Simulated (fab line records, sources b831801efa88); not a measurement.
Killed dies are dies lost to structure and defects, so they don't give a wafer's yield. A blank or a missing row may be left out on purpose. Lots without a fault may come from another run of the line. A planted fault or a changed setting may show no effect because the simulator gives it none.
fab line records | flow sky130
record lots=7 wafers=21 last_day=50
route steps=708 shown LDD_HVP@287 LDD_LDN@289 PAD_OPEN@708
lots that met no fault: from a run of the same line without faults
start_h: hours from the record's first day to the start of the lot's first wafer shown | wait_h: hours since the lot's step before | " the same as in the row above | L1.1+2: a row that stands for several wafers | - no value, or no start given | * or withheld: withheld | < > ~ a bound
route shown NAME@n: a module of which the file shows steps, and the number in the route of the first | usual: mean/standard deviation of fault-free wafers | same: alike in all rows | chamber/n: place in a boat | sites: the reading at each site | _std_site: their standard deviation | _edge_site: outer sites' mean less inner sites' | radius_mm: how far each site lies from the wafer's centre | mask NAME#n: copy n | behind: the tool/chamber that last shaped the wafer | hold: why the lot was held/for how many hours/how that ended | device: the transistor (n, p or np) that didn't switch | end of line: the same wafers' tests at the end of the route | a step without rows: its recipe alone | killed: dies lost to structure and defects at the first sort, not the wafer's yield | map: a wafer's dies, x killed, . not, _ none there
set.NAME: the setting as run; set.NAME@STEP: as run at that earlier step | model.NAME: the simulator's own value behind a step, which no gauge read
lots at some steps of the route; a table a step, a row a wafer
services: from which hour (start_h, from the record's first day; less than 0 if before it) a tool's chamber was out of use, for how many hours, and why
## steps
# step SKY_LDD_HVP_STRIP_09
# recipe chemistry=O2/N2 power_w=1400 pressure_mtorr=1500 platen_temp_c=withheld o2_flow_sccm=3000 n2_flow_sccm=300 overash_fraction=0.5
# usual drypump_motor_current_A=5.8/0.33 oes_product_au=0.408/0.0049 strip_time_to_endpoint_s=4.133/0.014
# columns lot.wafer tool chamber start_h wait_h drypump_motor_current_A oes_product_au rf_hours_counter_h strip_time_to_endpoint_s
L833.1 plasma_asher-01 1 506.13 0.1 5.4 0.412 79 4.112
L833.5 " 0 " " 6.3 0.409 - 4.132
L833.6 " 1 " " 5.4 0.410 - 4.104
L841.2 plasma_asher-02 1 590.28 0.1 5.8 0.406 16 4.107
L841.3 " 0 " " 5.6 0.414 - 4.126
L841.4 " 1 " " 5.8 0.396 - 4.126
L848.2 plasma_asher-02 0 641.24 0.1 5.6 0.409 21 4.148
L848.3 " 0 " " 5.6 0.411 - 4.149
L848.6 " 1 " " 5.8 0.401 - 4.155
L849.1 plasma_asher-01 1 645.94 0.1 5.4 0.402 92 4.143
L849.3 " 0 " " 6.4 0.407 - 4.150
L849.5 " 0 " " 6.3 0.403 - 4.149
L850.3 plasma_asher-02 0 656.60 0.1 5.6 0.408 - 4.154
L850.5 " 0 " " 5.6 0.409 - 4.154
L850.6 " 1 " " 5.8 0.402 - 4.155
L854.2 plasma_asher-01 1 684.34 0.1 5.4 0.410 95 4.133
L854.3 " 0 " " 6.3 0.415 - 4.124
L854.4 " 1 " " 5.4 0.408 - 4.146
L855.1 plasma_asher-02 0 685.44 0.1 5.6 0.409 25 4.152
L855.5 " 1 " " 5.8 0.408 - 4.148
L855.6 " 0 " " 5.6 0.403 - 4.134
# step SKY_LDD_HVP_TW_MEAS_10
# usual LDD_HVP_TW=461/5.7
# columns lot.wafer tool chamber start_h wait_h LDD_HVP_TW
L833.1 film_metro-04 - 506.23 0.1 466
L833.5 " - " " 466
L833.6 " - " " 463
L841.2 film_metro-02 - 590.39 0.1 448
L841.3 " - " " 448
L841.4 " - " " 450
L848.2 film_metro-03 - 641.35 0.1 464
L848.3 " - " " 464
L848.6 " - " " 465
L849.1 film_metro-03 - 646.04 0.1 462
L849.3 " - " " 465
L849.5 " - " " 464
L850.3 film_metro-04 - 656.68 0.1 466
L850.5 " - " " 463
L850.6 " - " " 463
L854.2 film_metro-04 - 684.45 0.1 464
L854.3 " - " " 463
L854.4 " - " " 462
L855.1 film_metro-04 - 685.54 0.1 463
L855.5 " - " " 461
L855.6 " - " " 459
# step SKY_LDD_LDN_DEHYDRATE_00
# recipe temp_c=200 time_s=60
# step SKY_LDD_LDN_HMDS_01
# recipe prime_time_s=60 prime_temp_c=120
# step SKY_LDD_LDN_COAT_02
# recipe resist=NOVOLAK spin_rpm=3000 resist_thk_nm=1140
# step SKY_LDD_LDN_SOFTBAKE_03
# recipe temp_c=90 time_s=60 resist=NOVOLAK
# step SKY_LDD_LDN_EXPOSE_04
# recipe mask_id=LDNTM na=0.6 source_shape=conventional sigma_outer=0.6 polarization=unpolarized target_cd_nm=700 dose_mj=140
# step SKY_LDD_LDN_PEB_05
# recipe temp_c=withheld time_s=* resist=NOVOLAK
# step SKY_LDD_LDN_DEVELOP_06
# recipe resist=NOVOLAK developer=TMAH develop_time_s=60 dev_temp_c=23
# step SKY_LDD_LDN_OVL_MEAS_07
# usual LDD_LDN_OVL=0.4/1.3
# columns lot.wafer tool chamber start_h wait_h LDD_LDN_OVL[nm]
L833.1 overlay-01 - 536.23 0.1 -3.2
L833.5 " - " " -2.6
L833.6 " - " " -2.3
L841.2 overlay-02 - 620.24 0.1 0.5
L841.3 " - " " 0.9
L841.4 " - " " 3.0
L848.2 overlay-01 - 670.00 0.1 1.6
L848.3 " - " " 0.2
L848.6 " - " " 1.1
L849.1 overlay-01 - 674.55 0.1 0.8
L849.3 " - " " 0.2
L849.5 " - " " 0.4
L850.3 overlay-02 - 684.64 0.1 0.8
L850.5 " - " " -1.6
L850.6 " - " " -1.5
L854.2 overlay-02 - 712.09 0.1 2.2
L854.3 " - " " 2.7
L854.4 " - " " 1.2
L855.1 overlay-01 - 713.43 0.1 0.9
L855.5 " - " " 0.7
L855.6 " - " " 1.6
# step SKY_LDD_LDN_IMPLANT_08
# recipe species=As energy_kev=15 dose_cm2=1.25e+13 tilt_deg=withheld rotation_deg=23
# step SKY_LDD_LDN_IMPLANT_09
# recipe species=As energy_kev=15 dose_cm2=1.25e+13 tilt_deg=withheld rotation_deg=113
# step SKY_LDD_LDN_IMPLANT_10
# recipe species=As energy_kev=15 dose_cm2=1.25e+13 tilt_deg=withheld rotation_deg=203
# usual dose_ions_cm2=1.2502e+13/1.3e+10 faraday_current_uA=70.6/1.4
# columns lot.wafer tool chamber start_h wait_h dose_ions_cm2 faraday_current_uA
L833.1 implanter-03 0 536.56 0.1 1.2514e+13 72.0
L833.5 " 0 " " 1.2517e+13 72.7
L833.6 " 0 " " 1.2503e+13 73.0
L841.2 implanter-01 0 620.59 0.1 1.2493e+13 73.6
L841.3 " 0 " " 1.2508e+13 69.8
L841.4 " 0 " " 1.2505e+13 71.8
L848.2 implanter-01 0 670.36 0.1 8.372e+12 48.4
L848.3 " 0 " " 8.387e+12 47.1
L848.6 " 0 " " 8.373e+12 47.9
L849.1 implanter-01 0 674.88 0.1 8.364e+12 47.1
L849.3 " 0 " " 8.375e+12 48.2
L849.5 " 0 " " 8.369e+12 46.2
L850.3 implanter-01 0 685.01 0.1 8.367e+12 47.4
L850.5 " 0 " " 8.363e+12 47.1
L850.6 " 0 " " 8.367e+12 47.1
L854.2 implanter-04 0 712.44 0.1 1.2496e+13 68.3
L854.3 " 0 " " 1.2508e+13 70.1
L854.4 " 0 " " 1.2502e+13 70.2
L855.1 implanter-04 0 713.76 0.1 1.2501e+13 69.5
L855.5 " 0 " " 1.2495e+13 70.0
L855.6 " 0 " " 1.2527e+13 69.8
# step SKY_LDD_LDN_IMPLANT_11
# recipe species=As energy_kev=15 dose_cm2=1.25e+13 tilt_deg=withheld rotation_deg=293
# step SKY_PAD_OPEN_PROBE_99
# usual killed_at_M0_to_M3=43/7.5 killed_at_M4_up=3.2/1.9 killed_at_contacts=24/4.9 killed_at_front_end=15/4.3 killed_at_other=0.4/0.72 killed_dies=86/9.1 killed_open=47/6.5 killed_short=39/6.5
# same gross_dies=492 killed_at_back_side=0
# columns lot.wafer tool chamber start_h wait_h killed_at_M0_to_M3 killed_at_M4_up killed_at_contacts killed_at_front_end killed_at_other killed_dies killed_open killed_short model.etest.tip_sonos.rs_ohm_sq
L833.1 prober-01 - 1092.21 0.1 53 6 18 16 1 94 44 50 2598
L833.5 prober-01 - 1092.41 0.2 51 6 18 12 0 87 47 40 2560
L833.6 prober-01 - 1092.46 0.2 59 8 17 6 0 90 55 35 2594
L841.2 prober-01 - 1148.83 0.1 44 2 28 14 0 88 56 32 2685
L841.3 prober-01 - 1148.88 0.2 42 1 18 23 0 84 42 40 2626
L841.4 prober-01 - 1148.93 0.2 62 2 27 19 0 110 55 55 2579
L848.2 prober-02 - 1176.35 0.1 55 5 16 11 0 87 51 36 2771
L848.3 prober-02 - 1176.40 0.2 33 5 27 20 0 85 49 36 2842
L848.6 prober-02 - 1176.55 0.2 42 4 25 15 1 87 57 30 2838
L849.1 prober-01 - 1184.15 0.1 41 1 36 21 0 99 57 42 2799
L849.3 prober-01 - 1184.25 0.2 40 6 36 15 0 97 51 45 2801
L849.5 prober-01 - 1184.35 0.2 47 7 21 19 1 95 41 49 2888
L850.3 prober-02 - 1188.42 0.2 50 3 20 12 1 86 54 32 2791
L850.5 prober-02 - 1188.52 0.2 40 2 28 15 0 85 42 43 2772
L850.6 prober-02 - 1188.57 0.2 43 3 21 18 0 85 44 41 2837
L854.2 prober-02 - 1206.44 0.1 38 1 28 13 0 80 42 37 2737
L854.3 prober-02 - 1206.49 0.2 29 2 36 10 1 78 42 35 2760
L854.4 prober-02 - 1206.54 0.2 34 4 25 15 1 79 49 29 2768
L855.1 prober-01 - 1207.90 0.1 59 2 17 8 0 86 49 37 2655
L855.5 prober-01 - 1208.10 0.2 46 5 22 9 0 82 43 39 2665
L855.6 prober-01 - 1208.15 0.2 45 4 30 16 0 95 54 40 2651
# killed by level:class
L833.1 VIA1:geometric_particle:open=10 METAL1:geometric_particle:short=9 CONTACT:geometric_particle:open=6 METAL2:geometric_particle:short=6 VIA2:geometric_particle:short=6 LI_CONTACT:geometric_particle:open=5 VIA2:geometric_particle:open=5 CONTACT:geometric_particle:short=4
L833.5 METAL1:geometric_particle:short=10 VIA2:geometric_particle:open=10 VIA1:geometric_particle:open=8 LI_CONTACT:geometric_particle:open=6 CONTACT:geometric_particle:open=6 VIA3:geometric_particle:open=6 METAL4:geometric_particle:short=5 FIELD_ISO:geometric_particle:open=4
L833.6 VIA1:geometric_particle:open=19 METAL1:geometric_particle:short=11 VIA3:geometric_particle:open=8 VIA2:geometric_particle:open=7 LI_CONTACT:geometric_particle:open=6 CONTACT:geometric_particle:open=6 METAL4:geometric_particle:short=5 LI_CONTACT:geometric_particle:short=4
L841.2 CONTACT:geometric_particle:open=12 VIA1:geometric_particle:open=12 VIA2:geometric_particle:open=8 METAL2:geometric_particle:short=8 VIA1:geometric_particle:short=6 LI_CONTACT:geometric_particle:open=5 LOCAL_INTERCONNECT:geometric_particle:short=4 VIA3:geometric_particle:open=4
L841.3 VIA3:geometric_particle:open=10 FIELD_ISO:geometric_particle:open=7 METAL1:geometric_particle:short=6 CONTACT:geometric_particle:open=6 METAL2:geometric_particle:short=6 CONTACT:geometric_particle:short=5 POLY_GATE:geometric_particle:open=4 LI_CONTACT:geometric_particle:open=4
L841.4 VIA1:geometric_particle:open=18 CONTACT:geometric_particle:open=10 VIA1:geometric_particle:short=8 LOCAL_INTERCONNECT:geometric_particle:short=7 METAL2:geometric_particle:short=7 VIA3:geometric_particle:open=7 VIA2:geometric_particle:open=6 VIA3:geometric_particle:short=6
L848.2 VIA1:geometric_particle:open=14 METAL2:geometric_particle:short=9 VIA2:geometric_particle:open=7 CONTACT:geometric_particle:open=6 LI_CONTACT:geometric_particle:open=6 VIA1:geometric_particle:short=6 POLY_GATE:geometric_particle:short=4 VIA3:geometric_particle:open=4
L848.3 VIA1:geometric_particle:open=10 CONTACT:geometric_particle:open=10 LI_CONTACT:geometric_particle:open=7 FIELD_ISO:geometric_particle:open=6 FIELD_ISO:geometric_particle:short=6 METAL4:geometric_particle:short=5 POLY_GATE:geometric_particle:short=4 METAL3:geometric_particle:short=4
L848.6 VIA1:geometric_particle:open=12 LI_CONTACT:geometric_particle:open=9 VIA2:geometric_particle:open=9 CONTACT:geometric_particle:open=8 VIA3:geometric_particle:open=7 POLY_GATE:geometric_particle:open=5 METAL1:geometric_particle:short=4 LI_CONTACT:geometric_particle:short=4
L849.1 LI_CONTACT:geometric_particle:open=12 CONTACT:geometric_particle:open=11 FIELD_ISO:geometric_particle:open=9 METAL2:geometric_particle:short=8 VIA2:geometric_particle:open=8 LOCAL_INTERCONNECT:geometric_particle:short=6 VIA1:geometric_particle:open=6 CONTACT:geometric_particle:short=4
L849.3 CONTACT:geometric_particle:open=15 LI_CONTACT:geometric_particle:open=7 METAL2:geometric_particle:short=7 LOCAL_INTERCONNECT:geometric_particle:short=6 VIA1:geometric_particle:short=6 VIA2:geometric_particle:open=5 POLY_GATE:geometric_particle:open=4 METAL2:geometric_particle:open=4
L849.5 METAL1:geometric_particle:short=7 FIELD_ISO:geometric_particle:short=6 VIA2:geometric_particle:open=6 VIA3:geometric_particle:open=6 FIELD_ISO:geometric_particle:open=5 LOCAL_INTERCONNECT:geometric_particle:short=5 CONTACT:geometric_particle:short=5 VIA1:geometric_particle:open=5
L850.3 VIA1:geometric_particle:open=12 CONTACT:geometric_particle:open=9 VIA3:geometric_particle:open=7 VIA2:geometric_particle:open=7 POLY_GATE:geometric_particle:open=4 VIA1:geometric_particle:short=4 METAL2:geometric_particle:short=4 FIELD_ISO:geometric_particle:open=3
L850.5 LI_CONTACT:geometric_particle:open=8 LI_CONTACT:geometric_particle:short=7 METAL1:geometric_particle:short=7 CONTACT:geometric_particle:open=7 VIA1:geometric_particle:open=6 VIA2:geometric_particle:open=6 FIELD_ISO:geometric_particle:short=5 VIA3:geometric_particle:open=5
L850.6 VIA1:geometric_particle:open=10 CONTACT:geometric_particle:open=9 FIELD_ISO:geometric_particle:short=8 LI_CONTACT:geometric_particle:open=7 METAL2:geometric_particle:short=6 LOCAL_INTERCONNECT:geometric_particle:short=5 VIA2:geometric_particle:open=5 POLY_GATE:geometric_particle:short=4
L854.2 LI_CONTACT:geometric_particle:open=12 VIA1:geometric_particle:open=9 CONTACT:geometric_particle:open=5 VIA1:geometric_particle:short=5 VIA2:geometric_particle:short=5 FIELD_ISO:geometric_particle:short=4 METAL1:geometric_particle:open=4 VIA3:geometric_particle:open=4
L854.3 LI_CONTACT:geometric_particle:open=10 CONTACT:geometric_particle:open=7 CONTACT:geometric_particle:short=6 LOCAL_INTERCONNECT:geometric_particle:short=6 VIA2:geometric_particle:open=6 VIA3:geometric_particle:open=6 LI_CONTACT:geometric_particle:short=4 VIA1:geometric_particle:short=4
L854.4 VIA1:geometric_particle:open=11 LI_CONTACT:geometric_particle:open=8 CONTACT:geometric_particle:open=7 VIA2:geometric_particle:open=6 FIELD_ISO:geometric_particle:open=5 CONTACT:geometric_particle:short=5 FIELD_ISO:geometric_particle:short=4 VIA1:geometric_particle:short=4
L855.1 VIA1:geometric_particle:open=14 VIA2:geometric_particle:open=11 LOCAL_INTERCONNECT:geometric_particle:short=7 METAL1:geometric_particle:short=7 METAL2:geometric_particle:short=7 METAL3:geometric_particle:short=6 VIA3:geometric_particle:open=6 LI_CONTACT:geometric_particle:open=5
L855.5 METAL2:geometric_particle:short=11 VIA1:geometric_particle:open=9 CONTACT:geometric_particle:open=8 VIA3:geometric_particle:open=7 LI_CONTACT:geometric_particle:open=5 FIELD_ISO:geometric_particle:open=4 CONTACT:geometric_particle:short=4 METAL1:geometric_particle:short=4
L855.6 CONTACT:geometric_particle:open=14 VIA1:geometric_particle:open=9 LI_CONTACT:geometric_particle:open=7 VIA2:geometric_particle:open=7 FIELD_ISO:geometric_particle:short=6 FIELD_ISO:geometric_particle:open=5 CONTACT:geometric_particle:short=5 METAL1:geometric_particle:short=5
## services
# columns tool chamber start_h hours kind
implanter-01 - 521.59 2.1 repair
implanter-01 - 536.58 0.8 repair
implanter-03 - 560.25 6.0 repair
implanter-01 - 562.96 8.7 repair
plasma_asher-01 - 573.90 4.4 repair
plasma_asher-01 - 587.94 4.5 repair
implanter-03 - 589.42 9.1 repair
implanter-01 - 649.98 1.8 repair
implanter-03 - 677.84 0.7 repair
implanter-03 - 678.38 2.8 repair
implanter-03 - 691.46 1.2 repair
plasma_asher-01 - 710.02 0.7 repair
## key
first_sign step=SKY_LDD_LDN_IMPLANT_10 reading=dose_ions_cm2 direction=down sigmas=99+ usual=* struck=*
effect step=SKY_LDD_LDN_IMPLANT_10 reading=faraday_current_uA direction=down sigmas=16 usual=70.6 struck=47.4
model_effect step=SKY_PAD_OPEN_PROBE_99 value=etest.tip_sonos.rs_ohm_sq without=2692 struck=2816
met_at SKY_LDD_LDN_IMPLANT_10
struck_wafers L848.2,L848.3,L848.6,L849.1,L849.3,L849.5,L850.3,L850.5,L850.6
tester_left_out L848,L849,L850
onset_between 620.59 670.36
fault kind=process_parameter_drift tool=implanter-01 chamber=- onset_h=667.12 steps=SKY_LDD_LDN_IMPLANT_10 channel=dose_cm2 offset=* shape=step end_h=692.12 acts_in=* stated=*
# tester_left_out: of these lots the tester's yield and bins aren't shown, on N5 and GAA mostly nor the transistor test; their killed dies are dies lost to structure and defects alone, not to doping, threshold or leakage, so they don't give the yield
